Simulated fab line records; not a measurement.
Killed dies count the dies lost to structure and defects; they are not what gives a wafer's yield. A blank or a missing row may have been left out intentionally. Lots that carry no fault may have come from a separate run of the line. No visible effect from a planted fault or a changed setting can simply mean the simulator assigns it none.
The tool behind it: which one?    flow sfq line    Sampling: 14 lots, 42 wafers, 6 of 325 route steps

== WHAT THE GAUGES SHOWED, per wafer ==
SFQ_I6_BOW_MEAS_941. Usual: I6_BOW 9 um, standard deviation 7.3.
lot   measured      on             I6_BOW (um)  flag
L590  day 76 05:35  film metro-03  -7 0 1       
L591  day 76 08:35  film metro-01  15 8 9       
L592  day 76 10:43  film metro-02  0 1 -5       
L593  day 76 11:38  film metro-03  9 14 14      
L594  day 76 14:35  film metro-02  12 24 5      
L596  day 77 00:32  film metro-01  15 4 5       
L597  day 77 03:25  film metro-02  18 7 14      
L599  day 77 09:34  film metro-01  11 4 12      
L600  day 77 12:51  film metro-03  6 3 10       
L604  day 78 03:53  film metro-01  1 9 14       
L605  day 78 06:51  film metro-02  15 -8 2      
L606  day 78 12:52  film metro-01  9 10 3       
L607  day 78 18:22  film metro-02  16 12 2      
L613  day 82 17:01  film metro-02  11 22 7      

SFQ_M8_RS_MEAS_949: measurement is done with a four-point probe. Usual: M8_AU_RS 0.1530 ohm/sq, standard deviation 0.0021.
lot   measured      on             M8_AU_RS (ohm/sq)                          flag
L590  day 81 08:06  film metro-01  0.1516 0.1525 0.1518                       
L591  day 84 01:43  film metro-04  0.1542 0.1531 0.1532                       
L592  day 84 13:45  film metro-04  0.1516 0.1506 0.1528                       
L593  day 84 17:01  film metro-02  0.1537 0.1566 0.1538                       
L594  day 84 21:47  film metro-01  0.1514 0.1516 0.1519                       
L596  day 85 02:34  film metro-01  0.1539 0.1520 0.1523                       
L597  day 85 03:46  film metro-02  0.1542 0.1557 0.1559                       
L599  day 85 06:58  film metro-01  0.1559 0.1552 0.1553                       
L600  day 85 08:07  film metro-01  0.1537 0.1542 0.1526                       
L604  day 85 18:58  film metro-02  0.1536 0.1273 0.1516 0.1538 0.1276 0.1515  OFF
L605  day 85 21:23  film metro-01  0.1533 0.1522 0.1519                       
L606  day 86 02:36  film metro-04  0.1511 0.1261 0.1501 0.1505 0.1261 0.1498  OFF
L607  day 86 09:23  film metro-04  0.1532 0.1537 0.1553                       
L613  day 89 02:32  film metro-01  0.1552 0.1561 0.1542                       

SFQ_M8_THK_MEAS_950: measures by xrf. Usual: M8_AU_THK 180.2 nm, standard deviation 2.5.
lot   measured      on             M8_AU_THK (nm)                       flag
L590  day 81 08:13  film metro-01  182.8 181.4 182.2                    
L591  day 84 01:50  film metro-04  178.3 178.8 178.9                    
L592  day 84 13:51  film metro-04  181.2 181.9 179.5                    
L593  day 84 17:07  film metro-02  179.3 176.8 179.3                    
L594  day 84 21:54  film metro-01  182.1 181.3 181.8                    
L596  day 85 02:41  film metro-01  179.6 180.5 180.8                    
L597  day 85 03:53  film metro-02  179.5 176.9 176.4                    
L599  day 85 07:04  film metro-01  176.1 177.4 176.9                    
L600  day 85 08:14  film metro-01  179.4 179.2 180.8                    
L604  day 85 23:08  film metro-02  179.1 216.0 181.9 178.9 216.1 182.2  OFF
L605  day 85 21:30  film metro-01  179.8 180.3 181.3                    
L606  day 86 03:43  film metro-04  182.6 218.2 183.8 182.5 218.5 183.9  OFF
L607  day 86 09:30  film metro-04  179.6 178.8 178.1                    
L613  day 89 02:40  film metro-01  177.3 177.4 177.7                    

== TOOL THAT RAN EACH LOT (tool first, then ch and the chambers of the sampled wafers, then the start) ==
lot   SFQ_TRILAYER_M6_STRIP_STRIP_163    SFQ_TRILAYER_M7_ETCH_METAL_ETCH_180  SFQ_TRILAYER_M8_DEP_EVAP_196
L590  rie metal-02 ch 0,1, day 75 18:53  rie metal-01 ch 0, day 76 16:43      pvd sputter-01, day 81 07:35
L591  rie metal-02 ch 0, day 75 23:41    rie metal-01 ch 0, day 76 22:31      pvd sputter-02, day 84 01:11
L592  rie metal-02 ch 0,1, day 76 04:41  rie metal-01 ch 0, day 77 02:12      pvd sputter-01, day 84 13:11
L593  rie metal-04 ch 1, day 76 07:28    rie metal-02 ch 0,1, day 77 03:18    pvd sputter-02, day 84 16:28
L594  rie metal-02 ch 0,1, day 76 09:17  rie metal-02 ch 0,1, day 77 05:39    pvd sputter-01, day 84 21:16
L596  rie metal-03 ch 0,1, day 76 18:53  rie metal-02 ch 0,1, day 77 12:51    pvd sputter-01, day 85 02:03
L597  rie metal-02 ch 0,1, day 76 20:05  rie metal-02 ch 0,1, day 77 15:15    pvd sputter-02, day 85 03:15
L599  rie metal-03 ch 0,1, day 76 23:53  rie metal-03 ch 0,1, day 77 18:55    pvd sputter-02, day 85 06:24
L600  rie metal-03 ch 0,1, day 77 00:53  rie metal-02 ch 0,1, day 77 21:11    pvd sputter-01, day 85 07:36
L604  rie metal-03 ch 0,1, day 77 08:17  rie metal-02 ch 0,1, day 84 23:32    pvd sputter-01, day 85 18:24
L605  rie metal-04 ch 0,1, day 77 12:53  rie metal-01 ch 0,1, day 85 03:06    pvd sputter-02, day 85 20:52
L606  rie metal-04 ch 0,1, day 77 18:53  rie metal-01 ch 0,1, day 85 09:06    pvd sputter-01, day 86 02:04
L607  rie metal-02 ch 0,1, day 77 22:29  rie metal-01 ch 0,1, day 85 15:06    pvd sputter-02, day 86 08:52
L613  rie metal-03 ch 0,1, day 82 13:10  rie metal-01 ch 0,1, day 88 12:49    pvd sputter-02, day 89 02:01
- SFQ_TRILAYER_M6_STRIP_STRIP_163: strips in O2.
- SFQ_TRILAYER_M7_ETCH_METAL_ETCH_180: etches Nb in Cl2/Ar, stops on SiO2, target depth 240 nm, time 120 s.
- SFQ_TRILAYER_M8_DEP_EVAP_196: material Au, target thk 180 nm, time 900 s.

== AS READ BY THE TOOLS THEMSELVES (means over the sampled wafers that have a number; for cases with no such wafer, the mark the record gives instead) ==
SFQ_TRILAYER_M6_STRIP_STRIP_163. Usual: drypump motor current A 5.9 A, standard deviation 0.32; oes product au 1.003 a.u., standard deviation 0.0087.
lot   tool          drypump motor current A (A)  oes product au (a.u.)  flag
L590  rie metal-02  5.5                          0.999                  
L591  rie metal-02  5.7                          1.007                  
L592  rie metal-02  5.6                          1.011                  
L593  rie metal-04  5.9                          0.992                  
L594  rie metal-02  5.6                          1.008                  
L596  rie metal-03  6.2                          1.008                  
L597  rie metal-02  5.5                          1.012                  
L599  rie metal-03  6.3                          0.998                  
L600  rie metal-03  6.2                          1.000                  
L604  rie metal-03  6.1                          1.005                  
L605  rie metal-04  5.8                          1.003                  
L606  rie metal-04  5.8                          0.998                  
L607  rie metal-02  5.5                          1.005                  
L613  rie metal-03  6.2                          0.994                  

SFQ_TRILAYER_M7_ETCH_METAL_ETCH_180. Usual: drypump motor current A 5.7 A, standard deviation 0.32; oes product au 0.896 a.u., standard deviation 0.0081.
lot   tool          drypump motor current A (A)  oes product au (a.u.)  flag
L590  rie metal-01  5.6                          0.892                  
L591  rie metal-01  5.6                          0.890                  
L592  rie metal-01  5.6                          0.895                  
L593  rie metal-02  5.6                          0.896                  
L594  rie metal-02  5.5                          0.894                  
L596  rie metal-02  5.6                          0.894                  
L597  rie metal-02  5.5                          0.890                  
L599  rie metal-03  6.1                          0.890                  
L600  rie metal-02  5.5                          0.894                  
L604  rie metal-02  5.5                          0.899                  
L605  rie metal-01  5.6                          0.900                  
L606  rie metal-01  5.6                          0.908                  
L607  rie metal-01  5.6                          0.896                  
L613  rie metal-01  5.6                          0.890                  

SFQ_TRILAYER_M8_DEP_EVAP_196. Usual: 2000.0 W for cathode dc power W, sd 0.34.
lot   tool            cathode dc power W (W)  flag
L590  pvd sputter-01  2000.2                  
L591  pvd sputter-02  2000.3                  
L592  pvd sputter-01  1999.9                  
L593  pvd sputter-02  1999.9                  
L594  pvd sputter-01  2000.1                  
L596  pvd sputter-01  2000.4                  
L597  pvd sputter-02  2000.3                  
L599  pvd sputter-02  1999.9                  
L600  pvd sputter-01  2000.1                  
L604  pvd sputter-01  2000.4                  
L605  pvd sputter-02  2000.2                  
L606  pvd sputter-01  1999.7                  
L607  pvd sputter-02  2000.1                  
L613  pvd sputter-02  1999.9                  

== THE ANSWER, worked out from the rows above alone ==
Rule: take the mean of a lot's wafers that have a number; if it is more than 3 standard deviations from the usual mean, the lot is off. Also off: a lot with no number at a reading for which 4 or more lots have one. Any other lot the step has rows for is counted as sound. After the gauges, taken in route order, come the tools' own readings; for these a lot's mean is taken, as printed above. At the first step where some lot is off, the reading lying furthest off is the one used; lots without a number count as furthest.
Off: at SFQ_M8_RS_MEAS_949 (M8_AU_RS), L604, L606.
A tool fits if, at a process step before that reading, it ran every lot that is off, and no sound lot after the first of them. Gauges at SFQ_M8_RS_MEAS_949: tried the same way as those tools. One fits: SFQ_TRILAYER_M8_DEP_EVAP_196 on pvd sputter-01. A fault onset in the window from L600 (day 85 07:36, its last sound lot) to L604 (day 85 18:24, its first lot off) fits.

== WHAT THE SIMULATOR PUT IN ==
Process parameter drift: pvd sputter-01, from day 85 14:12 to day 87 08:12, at SFQ_TRILAYER_M8_DEP_EVAP_196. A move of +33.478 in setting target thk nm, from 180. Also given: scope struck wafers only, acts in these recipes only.
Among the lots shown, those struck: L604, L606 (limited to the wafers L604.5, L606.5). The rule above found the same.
